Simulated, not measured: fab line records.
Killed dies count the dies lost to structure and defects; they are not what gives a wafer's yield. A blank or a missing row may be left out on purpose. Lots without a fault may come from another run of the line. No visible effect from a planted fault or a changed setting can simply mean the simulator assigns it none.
Which tool was responsible? | flow sky130 | 36 wafers from 12 lots sampled at 6 of the route's 708 steps

== WHAT THE GAUGES SHOWED, per wafer ==
SKY_METAL5_THK_MEAS_06: measures by xrf.
lot  | measured     | on            | METAL5_ALCU_THK (nm)
L075 | day 43 03:52 | film_metro-04 | 1136 1138 1135
L077 | day 43 22:26 | film_metro-03 | 1138 1126 1139
L079 | day 44 04:41 | film_metro-03 | 1158 1159 1154
L081 | day 44 15:09 | film_metro-02 | 1163 1168 1160
L083 | day 45 08:12 | film_metro-03 | 1148 1144 1142
L085 | day 45 22:00 | film_metro-04 | 1173 1165 1168
L087 | day 46 11:25 | film_metro-02 | 1148 1139 1151
L089 | day 46 18:55 | film_metro-04 | 1183 1176 1178
L092 | day 47 12:14 | film_metro-04 | 1159 1167 1152
L093 | day 47 17:46 | film_metro-04 | 1154 1159 1165
L095 | day 48 05:09 | film_metro-03 | 1171 1175 1162
L096 | day 48 16:50 | film_metro-03 | 1157 1155 1147

== EACH LOT AND THE TOOL THAT RAN IT (in order: tool; ch and the chambers of the sampled wafers; start) ==
lot  | SKY_LI_CONTACT_CMP_24         | SKY_METAL2_SPUTTER_03        | SKY_VIA2_ETCH_14                   | SKY_CAPM_METAL_ETCH_13            | SKY_METAL3_METAL_ETCH_18
L075 | cmp-01 ch 1,2, day 29 13:33   | pvd_sputter-01, day 34 08:26 | rie_diel-02 ch 1,2, day 36 13:59   | rie_metal-03 ch 0,1, day 37 17:59 | rie_metal-02 ch 0,1, day 38 20:30
L077 | cmp-02 ch 0,2,3, day 30 06:40 | pvd_sputter-01, day 35 03:55 | rie_diel-01 ch 2,3, day 37 09:25   | rie_metal-04 ch 0,1, day 38 13:03 | rie_metal-04 ch 0,1, day 39 14:47
L079 | cmp-01 ch 0,3, day 30 21:37   | pvd_sputter-01, day 35 14:26 | rie_diel-04 ch 1,2,3, day 37 20:22 | rie_metal-01 ch 0, day 38 23:14   | rie_metal-04 ch 0,1, day 40 00:40
L081 | cmp-02 ch 0,2,3, day 31 10:04 | pvd_sputter-01, day 36 02:48 | rie_diel-04 ch 2,3, day 38 08:06   | rie_metal-03 ch 0,1, day 39 10:33 | rie_metal-01 ch 0,1, day 40 11:40
L083 | cmp-02 ch 0,1,2, day 32 05:23 | pvd_sputter-03, day 36 21:13 | rie_diel-01 ch 0,1,3, day 39 01:59 | rie_metal-03 ch 0, day 40 04:11   | rie_metal-01 ch 0,1, day 41 05:48
L085 | cmp-02 ch 0,1, day 33 00:11   | pvd_sputter-03, day 37 14:38 | rie_diel-02 ch 0,1,2, day 39 18:15 | rie_metal-03 ch 0, day 40 19:59   | rie_metal-02 ch 0,1, day 41 20:49
L087 | cmp-01 ch 1,2, day 33 14:19   | pvd_sputter-01, day 38 04:52 | rie_diel-01 ch 2,3, day 40 08:13   | rie_metal-03 ch 0, day 41 10:02   | rie_metal-04 ch 0,1, day 42 10:58
L089 | cmp-01 ch 0,3, day 34 02:07   | pvd_sputter-04, day 38 15:59 | rie_diel-02 ch 2,3, day 40 18:29   | rie_metal-01 ch 0,1, day 41 20:08 | rie_metal-02 ch 1, day 42 20:35
L092 | cmp-02 ch 0,3, day 35 03:18   | pvd_sputter-04, day 39 15:17 | rie_diel-04 ch 0,2,3, day 41 15:53 | rie_metal-04 ch 0,1, day 42 17:23 | rie_metal-04 ch 0, day 43 16:50
L093 | cmp-02 ch 0,1,2, day 35 07:03 | pvd_sputter-04, day 39 19:24 | rie_diel-04 ch 0,1,3, day 41 21:47 | rie_metal-03 ch 0,1, day 42 22:41 | rie_metal-02 ch 0,1, day 43 22:38
L095 | cmp-01 ch 0,1,3, day 35 20:34 | pvd_sputter-04, day 40 09:04 | rie_diel-04 ch 0,3, day 42 11:24   | rie_metal-01 ch 0,1, day 43 12:36 | rie_metal-01 ch 0,1, day 44 11:42
L096 | cmp-01 ch 0,3, day 36 15:05   | pvd_sputter-01, day 41 02:04 | rie_diel-02 ch 1,3, day 43 02:41   | rie_metal-03 ch 0,1, day 44 02:58 | rie_metal-02 ch 0, day 45 02:09
- SKY_LI_CONTACT_CMP_24: polishes, stops on PSG, t overpolish 20 s, target thk 0 nm.
- SKY_METAL2_SPUTTER_03: material Ti, target thk 5 nm, time 3.3 s.
- SKY_VIA2_ETCH_14: etches BARC in N2/H2, stops on SiO2, time 45.9 s, target depth 60 nm.
- SKY_CAPM_METAL_ETCH_13: etches TiN in Cl2/BCl3, stops on SiO2, target depth 220 nm, time 62.9 s.
- SKY_METAL3_METAL_ETCH_18: etches the open film in Cl2/BCl3, stops on SiO2, target depth 845 nm, time 183.1 s.

== THE ANSWER, worked out from the rows above alone ==
Rule: the lots themselves supply what counts as usual. Put in order of their means at a reading, lots are off if they are a third of the lots or fewer, leave a main group of 4 or more, and stand apart from it by a gap of 3 or more times the standard deviation of the main group's means; of several such gaps the widest counts. A main group whose means are all the same, to the digits that the tables above print for the reading, isn't used. Also off: a lot with no number at a reading for which 4 or more lots have one. All remaining lots with rows at the step are treated as sound.
No lot is off at any reading shown: from this, nothing can be told.

== WHAT THE SIMULATOR HAD INSERTED ==
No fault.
